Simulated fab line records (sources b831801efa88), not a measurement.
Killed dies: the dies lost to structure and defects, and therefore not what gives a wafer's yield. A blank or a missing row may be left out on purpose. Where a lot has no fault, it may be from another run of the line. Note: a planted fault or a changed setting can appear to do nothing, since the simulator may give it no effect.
fab line records / flow gf180mcu
record lots=6 wafers=18 last_day=34
route steps=602 shown M3@413
lots that met no fault: taken from a fault-free run of the same line
start_h: start of the lot's first displayed wafer, in hours after the record's first day / wait_h: hours from the lot's prior step to this one / " as in the row above / L1.1+2: a single row standing in for several wafers / - no value present, or no start provided / * or withheld: withheld / < > ~ a bound
route shown NAME@n: NAME is a module with steps in the file, n the number in the route of the first one / usual: mean/standard deviation taken from wafers without a fault / same: alike in all rows / chamber/n: place in a boat / sites: readings site by site / _std_site: the standard deviation of these / _edge_site: outer sites' mean less inner sites' / radius_mm: how far each site lies from the wafer's centre / mask NAME#n: copy n / behind: the last tool/chamber to shape the wafer / hold: the reason the lot was held/the length of the hold in hours/how it ended / device: the transistor (n, p or np) that didn't switch / end of line: the route-end tests of the same wafers / for a step that has no rows: nothing shown but its recipe / killed: not the wafer's yield, but the dies lost to structure and defects at the first sort / map: dies across one wafer; x = killed, . = not, _ = none there
set.NAME: the setting that was run; set.NAME@STEP: the one run at that earlier step / model.NAME: the simulator's own value behind a step, which no gauge read
lots at selected steps of the route; one table per step, one row per wafer
services: a tool's chamber out of use, with start hour (start_h, from the record's first day; less than 0 if before it), hours out, and reason
## steps
# step GF_M3_SPUTTER_04
# recipe material=TiN target_thk_nm=50 power_w=6500 time_s=41.7 chamber_pressure_pa=0.4
# usual chamber_pressure_pa=0.3999/0.0008 throttle_valve_pct=30.3/1.3
lot.wafer=L456.2 tool=pvd_sputter-03 chamber=- start_h=469.96 wait_h=0.0 chamber_pressure_pa=0.4012 throttle_valve_pct=31.8
lot.wafer=L456.4 tool=pvd_sputter-03 chamber=- start_h=469.96 wait_h=0.0 chamber_pressure_pa=0.3997 throttle_valve_pct=29.8
lot.wafer=L456.5 tool=pvd_sputter-03 chamber=- start_h=469.96 wait_h=0.0 chamber_pressure_pa=0.4009 throttle_valve_pct=31.9
lot.wafer=L459.2 tool=pvd_sputter-03 chamber=- start_h=492.31 wait_h=0.0 chamber_pressure_pa=0.4011 throttle_valve_pct=29.8
lot.wafer=L459.3 tool=pvd_sputter-03 chamber=- start_h=492.31 wait_h=0.0 chamber_pressure_pa=0.4012 throttle_valve_pct=31.9
lot.wafer=L459.5 tool=pvd_sputter-03 chamber=- start_h=492.31 wait_h=0.0 chamber_pressure_pa=0.4001 throttle_valve_pct=29.8
lot.wafer=L469.2 tool=pvd_sputter-04 chamber=- start_h=602.45 wait_h=0.0 chamber_pressure_pa=0.3985 throttle_valve_pct=31.0
lot.wafer=L469.5 tool=pvd_sputter-04 chamber=- start_h=602.45 wait_h=0.0 chamber_pressure_pa=0.4016 throttle_valve_pct=27.6
lot.wafer=L469.6 tool=pvd_sputter-04 chamber=- start_h=602.45 wait_h=0.0 chamber_pressure_pa=0.3998 throttle_valve_pct=29.0
lot.wafer=L470.1 tool=pvd_sputter-02 chamber=- start_h=603.99 wait_h=0.0 chamber_pressure_pa=0.3990 throttle_valve_pct=28.4
lot.wafer=L470.2 tool=pvd_sputter-02 chamber=- start_h=603.99 wait_h=0.0 chamber_pressure_pa=0.3987 throttle_valve_pct=30.2
lot.wafer=L470.3 tool=pvd_sputter-02 chamber=- start_h=603.99 wait_h=0.0 chamber_pressure_pa=0.3993 throttle_valve_pct=29.7
lot.wafer=L476.2 tool=pvd_sputter-03 chamber=- start_h=636.25 wait_h=0.0 chamber_pressure_pa=0.4001 throttle_valve_pct=29.7
lot.wafer=L476.3 tool=pvd_sputter-03 chamber=- start_h=636.25 wait_h=0.0 chamber_pressure_pa=0.3997 throttle_valve_pct=32.0
lot.wafer=L476.4 tool=pvd_sputter-03 chamber=- start_h=636.25 wait_h=0.0 chamber_pressure_pa=0.3999 throttle_valve_pct=31.7
lot.wafer=L479.4 tool=pvd_sputter-02 chamber=- start_h=658.50 wait_h=0.0 chamber_pressure_pa=0.3998 throttle_valve_pct=29.9
lot.wafer=L479.5 tool=pvd_sputter-02 chamber=- start_h=658.50 wait_h=0.0 chamber_pressure_pa=0.4000 throttle_valve_pct=29.9
lot.wafer=L479.6 tool=pvd_sputter-02 chamber=- start_h=658.50 wait_h=0.0 chamber_pressure_pa=0.4005 throttle_valve_pct=30.3
# step GF_M3_RS_MEAS_05
# recipe thk_meas_gauge=four-point-probe reads=TiN_of_M3_SPUTTER_04+Ti_of_M3_SPUTTER_03+AlCu_of_M3_SPUTTER_02+TiN_of_M3_SPUTTER_01+Ti_of_M3_SPUTTER_00
# usual M3_ALCU_RS=0.0692/0.00069
lot.wafer=L456.2 tool=film_metro-01 chamber=- start_h=470.02 wait_h=0.0 M3_ALCU_RS[ohm/sq]=0.0685
lot.wafer=L456.4 tool=film_metro-01 chamber=- start_h=470.02 wait_h=0.0 M3_ALCU_RS[ohm/sq]=0.0682
lot.wafer=L456.5 tool=film_metro-01 chamber=- start_h=470.02 wait_h=0.0 M3_ALCU_RS[ohm/sq]=0.0681
lot.wafer=L459.2 tool=film_metro-01 chamber=- start_h=492.37 wait_h=0.0 M3_ALCU_RS[ohm/sq]=0.0678
lot.wafer=L459.3 tool=film_metro-01 chamber=- start_h=492.37 wait_h=0.0 M3_ALCU_RS[ohm/sq]=0.0676
lot.wafer=L459.5 tool=film_metro-01 chamber=- start_h=492.37 wait_h=0.0 M3_ALCU_RS[ohm/sq]=0.0676
lot.wafer=L469.2 tool=film_metro-01 chamber=- start_h=602.51 wait_h=0.0 M3_ALCU_RS[ohm/sq]=0.0692
lot.wafer=L469.5 tool=film_metro-01 chamber=- start_h=602.51 wait_h=0.0 M3_ALCU_RS[ohm/sq]=0.0684
lot.wafer=L469.6 tool=film_metro-01 chamber=- start_h=602.51 wait_h=0.0 M3_ALCU_RS[ohm/sq]=0.0695
lot.wafer=L470.1 tool=film_metro-04 chamber=- start_h=604.03 wait_h=0.0 M3_ALCU_RS[ohm/sq]=0.0687
lot.wafer=L470.2 tool=film_metro-04 chamber=- start_h=604.03 wait_h=0.0 M3_ALCU_RS[ohm/sq]=0.0681
lot.wafer=L470.3 tool=film_metro-04 chamber=- start_h=604.03 wait_h=0.0 M3_ALCU_RS[ohm/sq]=0.0680
lot.wafer=L476.2 tool=film_metro-04 chamber=- start_h=636.31 wait_h=0.0 M3_ALCU_RS[ohm/sq]=0.0695
lot.wafer=L476.3 tool=film_metro-04 chamber=- start_h=636.31 wait_h=0.0 M3_ALCU_RS[ohm/sq]=0.0704
lot.wafer=L476.4 tool=film_metro-04 chamber=- start_h=636.31 wait_h=0.0 M3_ALCU_RS[ohm/sq]=0.0696
lot.wafer=L479.4 tool=film_metro-01 chamber=- start_h=658.60 wait_h=0.1 M3_ALCU_RS[ohm/sq]=0.0701
lot.wafer=L479.5 tool=film_metro-01 chamber=- start_h=658.60 wait_h=0.1 M3_ALCU_RS[ohm/sq]=0.0700
lot.wafer=L479.6 tool=film_metro-01 chamber=- start_h=658.60 wait_h=0.1 M3_ALCU_RS[ohm/sq]=0.0694
# step GF_M3_THK_MEAS_06
# recipe thk_meas_gauge=xrf reads=AlCu_of_M3_SPUTTER_02
# usual M3_ALCU_THK=453/4.4
lot.wafer=L456.2 tool=film_metro-01 chamber=- start_h=470.13 wait_h=0.1 M3_ALCU_THK[nm]=452
lot.wafer=L456.4 tool=film_metro-01 chamber=- start_h=470.13 wait_h=0.1 M3_ALCU_THK[nm]=455
lot.wafer=L456.5 tool=film_metro-01 chamber=- start_h=470.13 wait_h=0.1 M3_ALCU_THK[nm]=455
lot.wafer=L459.2 tool=film_metro-01 chamber=- start_h=492.48 wait_h=0.1 M3_ALCU_THK[nm]=458
lot.wafer=L459.3 tool=film_metro-01 chamber=- start_h=492.48 wait_h=0.1 M3_ALCU_THK[nm]=462
lot.wafer=L459.5 tool=film_metro-01 chamber=- start_h=492.48 wait_h=0.1 M3_ALCU_THK[nm]=463
lot.wafer=L469.2 tool=film_metro-01 chamber=- start_h=602.62 wait_h=0.1 M3_ALCU_THK[nm]=452
lot.wafer=L469.5 tool=film_metro-01 chamber=- start_h=602.62 wait_h=0.1 M3_ALCU_THK[nm]=455
lot.wafer=L469.6 tool=film_metro-01 chamber=- start_h=602.62 wait_h=0.1 M3_ALCU_THK[nm]=450
lot.wafer=L470.1 tool=film_metro-04 chamber=- start_h=604.15 wait_h=0.1 M3_ALCU_THK[nm]=453
lot.wafer=L470.2 tool=film_metro-04 chamber=- start_h=604.15 wait_h=0.1 M3_ALCU_THK[nm]=460
lot.wafer=L470.3 tool=film_metro-04 chamber=- start_h=604.15 wait_h=0.1 M3_ALCU_THK[nm]=460
lot.wafer=L476.2 tool=film_metro-04 chamber=- start_h=636.42 wait_h=0.1 M3_ALCU_THK[nm]=453
lot.wafer=L476.3 tool=film_metro-04 chamber=- start_h=636.42 wait_h=0.1 M3_ALCU_THK[nm]=449
lot.wafer=L476.4 tool=film_metro-04 chamber=- start_h=636.42 wait_h=0.1 M3_ALCU_THK[nm]=454
lot.wafer=L479.4 tool=film_metro-01 chamber=- start_h=658.69 wait_h=0.1 M3_ALCU_THK[nm]=444
lot.wafer=L479.5 tool=film_metro-01 chamber=- start_h=658.69 wait_h=0.1 M3_ALCU_THK[nm]=444
lot.wafer=L479.6 tool=film_metro-01 chamber=- start_h=658.69 wait_h=0.1 M3_ALCU_THK[nm]=449
# step GF_M3_DEHYDRATE_07
# recipe temp_c=200 time_s=60
# step GF_M3_HMDS_08
# recipe prime_time_s=60 prime_temp_c=120
# step GF_M3_COAT_09
# recipe resist=KrF spin_rpm=withheld resist_thk_nm=1000
# step GF_M3_SOFTBAKE_10
# recipe temp_c=130 time_s=60 resist=KrF
# step GF_M3_EXPOSE_11
# recipe mask_id=Metal3 target_cd_nm=280 na=0.68 source_shape=conventional sigma_outer=0.6 dose_mj=28
# step GF_M3_PEB_12
# recipe peb_temp_c=135 peb_time_s=90 resist=KrF
# step GF_M3_DEVELOP_13
# recipe develop_time_s=60 dev_temp_c=21
# step GF_M3_CD_MEAS_14
# recipe target_cd_nm=280
# usual cd_nm=279.7/0.98
lot.wafer=L456.2 tool=cd_sem-02 chamber=- start_h=494.50 wait_h=0.1 cd_nm=280.2
lot.wafer=L456.4 tool=cd_sem-02 chamber=- start_h=494.50 wait_h=0.1 cd_nm=278.9
lot.wafer=L456.5 tool=cd_sem-02 chamber=- start_h=494.50 wait_h=0.1 cd_nm=279.5
lot.wafer=L459.2 tool=cd_sem-02 chamber=- start_h=515.49 wait_h=0.1 cd_nm=280.5
lot.wafer=L459.3 tool=cd_sem-02 chamber=- start_h=515.49 wait_h=0.1 cd_nm=279.2
lot.wafer=L459.5 tool=cd_sem-02 chamber=- start_h=515.49 wait_h=0.1 cd_nm=280.7
lot.wafer=L469.2 tool=cd_sem-02 chamber=- start_h=622.79 wait_h=0.1 cd_nm=279.7
lot.wafer=L469.5 tool=cd_sem-02 chamber=- start_h=622.79 wait_h=0.1 cd_nm=278.7
lot.wafer=L469.6 tool=cd_sem-02 chamber=- start_h=622.79 wait_h=0.1 cd_nm=278.9
lot.wafer=L470.1 tool=cd_sem-01 chamber=- start_h=624.62 wait_h=0.1 cd_nm=279.4
lot.wafer=L470.2 tool=cd_sem-01 chamber=- start_h=624.62 wait_h=0.1 cd_nm=279.6
lot.wafer=L470.3 tool=cd_sem-01 chamber=- start_h=624.62 wait_h=0.1 cd_nm=277.9
lot.wafer=L476.2 tool=cd_sem-02 chamber=- start_h=656.68 wait_h=0.1 cd_nm=280.2
lot.wafer=L476.3 tool=cd_sem-02 chamber=- start_h=656.68 wait_h=0.1 cd_nm=279.4
lot.wafer=L476.4 tool=cd_sem-02 chamber=- start_h=656.68 wait_h=0.1 cd_nm=279.4
lot.wafer=L479.4 tool=cd_sem-02 chamber=- start_h=678.13 wait_h=0.1 cd_nm=281.1
lot.wafer=L479.5 tool=cd_sem-02 chamber=- start_h=678.13 wait_h=0.1 cd_nm=280.7
lot.wafer=L479.6 tool=cd_sem-02 chamber=- start_h=678.13 wait_h=0.1 cd_nm=281.0
# step GF_M3_OVL_MEAS_15
# usual M3_OVL=1/6
lot.wafer=L456.2 tool=overlay-01 chamber=- start_h=494.61 wait_h=0.1 M3_OVL[nm]=-2
lot.wafer=L456.4 tool=overlay-01 chamber=- start_h=494.61 wait_h=0.1 M3_OVL[nm]=0
lot.wafer=L456.5 tool=overlay-01 chamber=- start_h=494.61 wait_h=0.1 M3_OVL[nm]=1
lot.wafer=L459.2 tool=overlay-01 chamber=- start_h=515.60 wait_h=0.1 M3_OVL[nm]=8
lot.wafer=L459.3 tool=overlay-01 chamber=- start_h=515.60 wait_h=0.1 M3_OVL[nm]=1
lot.wafer=L459.5 tool=overlay-01 chamber=- start_h=515.60 wait_h=0.1 M3_OVL[nm]=0
lot.wafer=L469.2 tool=overlay-01 chamber=- start_h=622.90 wait_h=0.1 M3_OVL[nm]=8
lot.wafer=L469.5 tool=overlay-01 chamber=- start_h=622.90 wait_h=0.1 M3_OVL[nm]=-1
lot.wafer=L469.6 tool=overlay-01 chamber=- start_h=622.90 wait_h=0.1 M3_OVL[nm]=6
lot.wafer=L470.1 tool=overlay-01 chamber=- start_h=624.74 wait_h=0.1 M3_OVL[nm]=-4
lot.wafer=L470.2 tool=overlay-01 chamber=- start_h=624.74 wait_h=0.1 M3_OVL[nm]=2
lot.wafer=L470.3 tool=overlay-01 chamber=- start_h=624.74 wait_h=0.1 M3_OVL[nm]=-3
lot.wafer=L476.2 tool=overlay-02 chamber=- start_h=656.78 wait_h=0.1 M3_OVL[nm]=2
lot.wafer=L476.3 tool=overlay-02 chamber=- start_h=656.78 wait_h=0.1 M3_OVL[nm]=2
lot.wafer=L476.4 tool=overlay-02 chamber=- start_h=656.78 wait_h=0.1 M3_OVL[nm]=1
lot.wafer=L479.4 tool=overlay-01 chamber=- start_h=678.21 wait_h=0.1 M3_OVL[nm]=8
lot.wafer=L479.5 tool=overlay-01 chamber=- start_h=678.21 wait_h=0.1 M3_OVL[nm]=11
lot.wafer=L479.6 tool=overlay-01 chamber=- start_h=678.21 wait_h=0.1 M3_OVL[nm]=-4
# step GF_M3_METAL_ETCH_16
# recipe chemistry=Cl2/BCl3 mask_material=KrF target_depth_nm=750.8 stop_on=SiO2 pressure_mtorr=8 icp_w=800 bias_w=140 Cl2_flow_sccm=80 bcl3_flow_sccm=40 time_s=125.1
# usual bcl3_flow_sccm=40.03/0.13 bias_w=140.0/0.4 drypump_motor_current_A=5.5/0.39 oes_product_au=0.985/0.0057 throttle_valve_pct=28.233/0.0084
lot.wafer=L456.2 tool=rie_metal-03 chamber=1 start_h=494.64 wait_h=0.0 bcl3_flow_sccm=40.08 bias_w=139.1 drypump_motor_current_A=6.1 oes_product_au=0.982 rf_hours_counter_h=8 throttle_valve_pct=28.231 model.KrF_of_M3_COAT_09.thk_nm=693.1
lot.wafer=L456.4 tool=rie_metal-03 chamber=0 start_h=494.64 wait_h=0.0 bcl3_flow_sccm=40.07 bias_w=139.4 drypump_motor_current_A=6.1 oes_product_au=0.994 rf_hours_counter_h=- throttle_valve_pct=28.222 model.KrF_of_M3_COAT_09.thk_nm=680.3
lot.wafer=L456.5 tool=rie_metal-03 chamber=0 start_h=494.64 wait_h=0.0 bcl3_flow_sccm=39.81 bias_w=140.0 drypump_motor_current_A=6.1 oes_product_au=0.990 rf_hours_counter_h=- throttle_valve_pct=28.228 model.KrF_of_M3_COAT_09.thk_nm=680.2
lot.wafer=L459.2 tool=rie_metal-04 chamber=0 start_h=515.63 wait_h=0.0 bcl3_flow_sccm=40.02 bias_w=138.9 drypump_motor_current_A=5.4 oes_product_au=0.982 rf_hours_counter_h=2 throttle_valve_pct=28.237 model.KrF_of_M3_COAT_09.thk_nm=689.1
lot.wafer=L459.3 tool=rie_metal-04 chamber=0 start_h=515.63 wait_h=0.0 bcl3_flow_sccm=39.95 bias_w=140.1 drypump_motor_current_A=5.4 oes_product_au=0.984 rf_hours_counter_h=- throttle_valve_pct=28.221 model.KrF_of_M3_COAT_09.thk_nm=689.5
lot.wafer=L459.5 tool=rie_metal-04 chamber=1 start_h=515.63 wait_h=0.0 bcl3_flow_sccm=40.07 bias_w=140.0 drypump_motor_current_A=5.3 oes_product_au=0.974 rf_hours_counter_h=- throttle_valve_pct=28.233 model.KrF_of_M3_COAT_09.thk_nm=694
lot.wafer=L469.2 tool=rie_metal-04 chamber=0 start_h=622.93 wait_h=0.0 bcl3_flow_sccm=40.05 bias_w=175.4 drypump_motor_current_A=5.5 oes_product_au=0.991 rf_hours_counter_h=6 throttle_valve_pct=28.222 model.KrF_of_M3_COAT_09.thk_nm=673.5
lot.wafer=L469.5 tool=rie_metal-04 chamber=0 start_h=622.93 wait_h=0.0 bcl3_flow_sccm=40.12 bias_w=175.1 drypump_motor_current_A=5.4 oes_product_au=0.998 rf_hours_counter_h=- throttle_valve_pct=28.227 model.KrF_of_M3_COAT_09.thk_nm=670.3
lot.wafer=L469.6 tool=rie_metal-04 chamber=1 start_h=622.93 wait_h=0.0 bcl3_flow_sccm=40.20 bias_w=139.9 drypump_motor_current_A=5.3 oes_product_au=0.978 rf_hours_counter_h=- throttle_valve_pct=28.242 model.KrF_of_M3_COAT_09.thk_nm=698.3
lot.wafer=L470.1 tool=rie_metal-04 chamber=1 start_h=624.78 wait_h=0.0 bcl3_flow_sccm=40.07 bias_w=139.6 drypump_motor_current_A=5.3 oes_product_au=0.977 rf_hours_counter_h=0 throttle_valve_pct=28.241 model.KrF_of_M3_COAT_09.thk_nm=696.5
lot.wafer=L470.2 tool=rie_metal-04 chamber=0 start_h=624.78 wait_h=0.0 bcl3_flow_sccm=40.07 bias_w=174.3 drypump_motor_current_A=5.4 oes_product_au=0.986 rf_hours_counter_h=6 throttle_valve_pct=28.206 model.KrF_of_M3_COAT_09.thk_nm=669.1
lot.wafer=L470.3 tool=rie_metal-04 chamber=1 start_h=624.78 wait_h=0.0 bcl3_flow_sccm=39.88 bias_w=140.6 drypump_motor_current_A=5.3 oes_product_au=0.977 rf_hours_counter_h=- throttle_valve_pct=28.240 model.KrF_of_M3_COAT_09.thk_nm=696.1
lot.wafer=L476.2 tool=rie_metal-02 chamber=0 start_h=656.81 wait_h=0.0 bcl3_flow_sccm=39.80 bias_w=139.8 drypump_motor_current_A=5.2 oes_product_au=0.974 rf_hours_counter_h=9 throttle_valve_pct=28.241 model.KrF_of_M3_COAT_09.thk_nm=698.3
lot.wafer=L476.3 tool=rie_metal-02 chamber=0 start_h=656.81 wait_h=0.0 bcl3_flow_sccm=39.98 bias_w=139.4 drypump_motor_current_A=5.2 oes_product_au=0.987 rf_hours_counter_h=- throttle_valve_pct=28.221 model.KrF_of_M3_COAT_09.thk_nm=694.8
lot.wafer=L476.4 tool=rie_metal-02 chamber=1 start_h=656.81 wait_h=0.0 bcl3_flow_sccm=40.06 bias_w=140.1 drypump_motor_current_A=4.9 oes_product_au=0.986 rf_hours_counter_h=- throttle_valve_pct=28.225 model.KrF_of_M3_COAT_09.thk_nm=695
lot.wafer=L479.4 tool=rie_metal-03 chamber=0 start_h=678.27 wait_h=0.1 bcl3_flow_sccm=40.20 bias_w=140.0 drypump_motor_current_A=6.1 oes_product_au=0.993 rf_hours_counter_h=- throttle_valve_pct=28.230 model.KrF_of_M3_COAT_09.thk_nm=679.5
lot.wafer=L479.5 tool=rie_metal-03 chamber=1 start_h=678.27 wait_h=0.1 bcl3_flow_sccm=40.06 bias_w=139.9 drypump_motor_current_A=6.1 oes_product_au=0.983 rf_hours_counter_h=- throttle_valve_pct=28.249 model.KrF_of_M3_COAT_09.thk_nm=689
lot.wafer=L479.6 tool=rie_metal-03 chamber=0 start_h=678.27 wait_h=0.1 bcl3_flow_sccm=39.98 bias_w=140.2 drypump_motor_current_A=6.1 oes_product_au=0.993 rf_hours_counter_h=- throttle_valve_pct=28.227 model.KrF_of_M3_COAT_09.thk_nm=682
# step GF_M3_STRIP_17
# recipe chemistry=O2/N2 power_w=1400 pressure_mtorr=1500 platen_temp_c=250 o2_flow_sccm=3000 n2_flow_sccm=300 overash_fraction=0.5
# usual drypump_motor_current_A=5.7/0.42 heater_power_w=330/32 n2_flow_sccm=300.1/0.88 oes_product_au=0.539/0.0049 strip_time_to_endpoint_s=7.43/0.047
lot.wafer=L456.2 tool=plasma_asher-01 chamber=1 start_h=494.77 wait_h=0.1 drypump_motor_current_A=5.5 heater_power_w=318 n2_flow_sccm=301.1 oes_product_au=0.544 rf_hours_counter_h=7 strip_time_to_endpoint_s=7.46
lot.wafer=L456.4 tool=plasma_asher-01 chamber=1 start_h=494.77 wait_h=0.1 drypump_motor_current_A=5.5 heater_power_w=325 n2_flow_sccm=300.0 oes_product_au=0.534 rf_hours_counter_h=- strip_time_to_endpoint_s=7.35
lot.wafer=L456.5 tool=plasma_asher-01 chamber=1 start_h=494.77 wait_h=0.1 drypump_motor_current_A=5.5 heater_power_w=315 n2_flow_sccm=300.6 oes_product_au=0.533 rf_hours_counter_h=- strip_time_to_endpoint_s=7.34
lot.wafer=L459.2 tool=plasma_asher-02 chamber=0 start_h=515.76 wait_h=0.1 drypump_motor_current_A=6.3 heater_power_w=308 n2_flow_sccm=299.7 oes_product_au=0.535 rf_hours_counter_h=40 strip_time_to_endpoint_s=7.44
lot.wafer=L459.3 tool=plasma_asher-02 chamber=0 start_h=515.76 wait_h=0.1 drypump_motor_current_A=6.3 heater_power_w=300 n2_flow_sccm=299.6 oes_product_au=0.534 rf_hours_counter_h=- strip_time_to_endpoint_s=7.44
lot.wafer=L459.5 tool=plasma_asher-02 chamber=1 start_h=515.76 wait_h=0.1 drypump_motor_current_A=6.4 heater_power_w=353 n2_flow_sccm=298.6 oes_product_au=0.528 rf_hours_counter_h=- strip_time_to_endpoint_s=7.47
lot.wafer=L469.2 tool=plasma_asher-01 chamber=0 start_h=623.06 wait_h=0.1 drypump_motor_current_A=5.7 heater_power_w=385 n2_flow_sccm=300.1 oes_product_au=0.535 rf_hours_counter_h=23 strip_time_to_endpoint_s=7.27
lot.wafer=L469.5 tool=plasma_asher-01 chamber=1 start_h=623.06 wait_h=0.1 drypump_motor_current_A=5.5 heater_power_w=326 n2_flow_sccm=300.4 oes_product_au=0.532 rf_hours_counter_h=- strip_time_to_endpoint_s=7.24
lot.wafer=L469.6 tool=plasma_asher-01 chamber=0 start_h=623.06 wait_h=0.1 drypump_motor_current_A=5.7 heater_power_w=389 n2_flow_sccm=299.5 oes_product_au=0.549 rf_hours_counter_h=- strip_time_to_endpoint_s=7.52
lot.wafer=L470.1 tool=plasma_asher-01 chamber=0 start_h=624.91 wait_h=0.1 drypump_motor_current_A=5.7 heater_power_w=387 n2_flow_sccm=300.2 oes_product_au=0.535 rf_hours_counter_h=23 strip_time_to_endpoint_s=7.48
lot.wafer=L470.2 tool=plasma_asher-01 chamber=1 start_h=624.91 wait_h=0.1 drypump_motor_current_A=5.5 heater_power_w=336 n2_flow_sccm=300.3 oes_product_au=0.527 rf_hours_counter_h=23 strip_time_to_endpoint_s=7.23
lot.wafer=L470.3 tool=plasma_asher-01 chamber=0 start_h=624.91 wait_h=0.1 drypump_motor_current_A=5.7 heater_power_w=379 n2_flow_sccm=300.1 oes_product_au=0.544 rf_hours_counter_h=- strip_time_to_endpoint_s=7.49
lot.wafer=L476.2 tool=plasma_asher-02 chamber=1 start_h=656.94 wait_h=0.1 drypump_motor_current_A=6.4 heater_power_w=355 n2_flow_sccm=300.0 oes_product_au=0.542 rf_hours_counter_h=57 strip_time_to_endpoint_s=7.52
lot.wafer=L476.3 tool=plasma_asher-02 chamber=1 start_h=656.94 wait_h=0.1 drypump_motor_current_A=6.4 heater_power_w=359 n2_flow_sccm=300.8 oes_product_au=0.548 rf_hours_counter_h=- strip_time_to_endpoint_s=7.47
lot.wafer=L476.4 tool=plasma_asher-02 chamber=0 start_h=656.94 wait_h=0.1 drypump_motor_current_A=6.3 heater_power_w=304 n2_flow_sccm=299.4 oes_product_au=0.540 rf_hours_counter_h=- strip_time_to_endpoint_s=7.49
lot.wafer=L479.4 tool=plasma_asher-02 chamber=1 start_h=678.39 wait_h=0.1 drypump_motor_current_A=6.4 heater_power_w=353 n2_flow_sccm=299.8 oes_product_au=0.530 rf_hours_counter_h=- strip_time_to_endpoint_s=7.34
lot.wafer=L479.5 tool=plasma_asher-02 chamber=0 start_h=678.39 wait_h=0.1 drypump_motor_current_A=6.3 heater_power_w=301 n2_flow_sccm=299.2 oes_product_au=0.540 rf_hours_counter_h=- strip_time_to_endpoint_s=7.43
lot.wafer=L479.6 tool=plasma_asher-02 chamber=1 start_h=678.39 wait_h=0.1 drypump_motor_current_A=6.4 heater_power_w=359 n2_flow_sccm=300.5 oes_product_au=0.544 rf_hours_counter_h=- strip_time_to_endpoint_s=7.38
# step GF_M3_STRIP_18
# recipe chemistry=post_etch_residue_remover time_s=1200 temp_c=72.5
## services
tool=plasma_asher-02 chamber=- start_h=451.00 hours=2.2 kind=repair
tool=plasma_asher-02 chamber=- start_h=484.69 hours=14.6 kind=pm
tool=plasma_asher-01 chamber=- start_h=510.28 hours=2.5 kind=repair
tool=rie_metal-02 chamber=- start_h=511.16 hours=2.8 kind=pm
tool=rie_metal-03 chamber=0 start_h=519.63 hours=- kind=clean
tool=rie_metal-03 chamber=0 start_h=519.63 hours=17.8 kind=scheduled_down
tool=rie_metal-03 chamber=0 start_h=519.63 hours=17.8 kind=vent_cycle
tool=rie_metal-03 chamber=- start_h=524.24 hours=2.8 kind=pm
tool=rie_metal-02 chamber=- start_h=532.50 hours=0.2 kind=repair
tool=plasma_asher-02 chamber=- start_h=537.68 hours=2.3 kind=repair
tool=pvd_sputter-03 chamber=2 start_h=543.03 hours=- kind=consumable_replace:kit
tool=pvd_sputter-03 chamber=2 start_h=543.03 hours=18.0 kind=scheduled_down
tool=pvd_sputter-03 chamber=2 start_h=543.03 hours=18.0 kind=vent_cycle
tool=rie_metal-04 chamber=- start_h=544.92 hours=2.8 kind=pm
tool=pvd_sputter-02 chamber=- start_h=549.32 hours=2.9 kind=repair
tool=pvd_sputter-02 chamber=1 start_h=565.18 hours=- kind=consumable_replace:kit
tool=pvd_sputter-02 chamber=1 start_h=565.18 hours=18.0 kind=scheduled_down
tool=pvd_sputter-02 chamber=1 start_h=565.18 hours=18.0 kind=vent_cycle
tool=pvd_sputter-04 chamber=- start_h=568.94 hours=2.7 kind=repair
tool=rie_metal-04 chamber=1 start_h=603.37 hours=- kind=clean
tool=rie_metal-04 chamber=1 start_h=603.37 hours=16.1 kind=scheduled_down
tool=rie_metal-04 chamber=1 start_h=603.37 hours=16.1 kind=vent_cycle
tool=rie_metal-02 chamber=- start_h=605.32 hours=0.8 kind=repair
tool=rie_metal-03 chamber=- start_h=632.69 hours=0.2 kind=repair
## key
first_sign step=GF_M3_METAL_ETCH_16 reading=bias_w direction=up sigmas=87 usual=140.0 struck=174.9
effect step=GF_M3_STRIP_17 reading=strip_time_to_endpoint_s direction=down sigmas=4.1 usual=* struck=*
model_effect step=GF_M3_METAL_ETCH_16 value=KrF_of_M3_COAT_09.thk_nm without=692.5 struck=670.9
met_at GF_M3_METAL_ETCH_16
struck_wafers L469.2,L469.5,L470.2
onset_between 515.63 622.93
fault kind=process_parameter_drift tool=rie_metal-04 chamber=0 onset_h=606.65 steps=GF_M3_METAL_ETCH_16 channel=bias_w offset=34.877 shape=step end_h=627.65 acts_in=these_recipes_only stated=140
